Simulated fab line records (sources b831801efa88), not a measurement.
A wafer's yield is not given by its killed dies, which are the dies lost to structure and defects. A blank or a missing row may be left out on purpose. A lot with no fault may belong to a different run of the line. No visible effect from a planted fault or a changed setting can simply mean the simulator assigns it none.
One fault seen from 2 desks | flow sky130 | what lay behind the numbers comes last; until then each desk has only its own

== AT THE TOOL OWNER'S DESK: krf_scanner-01 ==
The tool's own readings at SKY_VIA2_EXPOSE_09 (exposes mask VIM2, target cd 200 nm): means of the sampled wafers that have a number, for each lot that ran on this tool. A lot is out of limits, marked OUT, if its mean lies more than 4 standard deviations from the usual mean; the brackets give that distance.
Columns: A = exposure_dose_mJ_cm2 at SKY_VIA2_EXPOSE_09, usual 37.95; B = focus_offset_nm at SKY_VIA2_EXPOSE_09, usual 0.0 nm; C = stage_vel_mm_s at SKY_VIA2_EXPOSE_09, usual 500.02 mm/s
lot  | first seen here | A     | B    | C
L957 | day 35 19:19    | 37.92 | -0.1 | 500.30
L961 | day 37 10:35    | 37.91 | 0.2  | 499.81
L964 | day 38 11:08    | 37.89 | -0.1 | 500.02
L969 | day 39 18:31    | 37.87 | 0.0  | 500.09
L973 | day 41 01:58    | 37.95 | -0.1 | 499.74
L977 | day 42 06:31    | 37.92 | 0.2  | 499.94
L978 | day 42 07:53    | 37.86 | 0.0  | 500.16
This desk's finding: nothing out of limits on any of the 7 lots.

== THE METROLOGY DESK ==
Means of the sampled wafers that have a number, per lot and without regard to the tool the lot ran on: this is what the gauges read. A lot is out of limits, marked OUT, if its mean lies more than 4 standard deviations from the usual mean; the brackets give that distance.
Columns: A = METAL2_ALCU_RS at SKY_METAL2_RS_MEAS_05, usual 0.1268 ohm/sq; B = cd_nm at SKY_VIA2_CD_MEAS_12, usual 200.0 nm
lot  | first seen here | A      | B
L957 | day 34 02:15    | 0.1259 | 197.2
L958 | day 34 08:19    | 0.1272 | 201.4
L959 | day 34 16:05    | 0.1255 | 199.8
L961 | day 35 18:29    | 0.1267 | 201.0
L964 | day 36 19:39    | 0.1263 | 200.3
L965 | day 37 02:15    | 0.1275 | 200.3
L967 | day 37 16:55    | 0.1278 | 199.0
L968 | day 38 01:39    | 0.1263 | 201.9
L969 | day 38 03:11    | 0.1259 | 200.7
L973 | day 39 11:15    | 0.1268 | 193.1 (-4.6) OUT
L977 | day 40 16:35    | 0.1267 | 191.3 (-5.8) OUT
L978 | day 40 17:50    | 0.1280 | 196.0
Finding of this desk: L973, L977 out of limits; the first was L973 at day 41 13:47, on cd_nm at SKY_VIA2_CD_MEAS_12. L957, L958, L959, L961, L964, L965, L967, L968, L969, L978: within limits.

== PUT TOGETHER ==
At day 41 13:47 the metrology desk could have sounded an alarm, on L973, L977.
Nothing out of limits was seen by the tool owner's desk.
On record at the tool owner's desk: L973, L977, within its limits.
On krf_scanner-01, each named lot ran SKY_VIA2_EXPOSE_09.

== WHAT THE SIMULATOR HAD INSERTED ==
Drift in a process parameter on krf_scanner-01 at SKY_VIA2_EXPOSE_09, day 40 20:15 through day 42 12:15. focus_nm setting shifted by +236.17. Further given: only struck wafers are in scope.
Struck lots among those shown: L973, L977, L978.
Time in hours between the start of the fault and the first out-of-limits reading at each desk: metrology desk, 18.
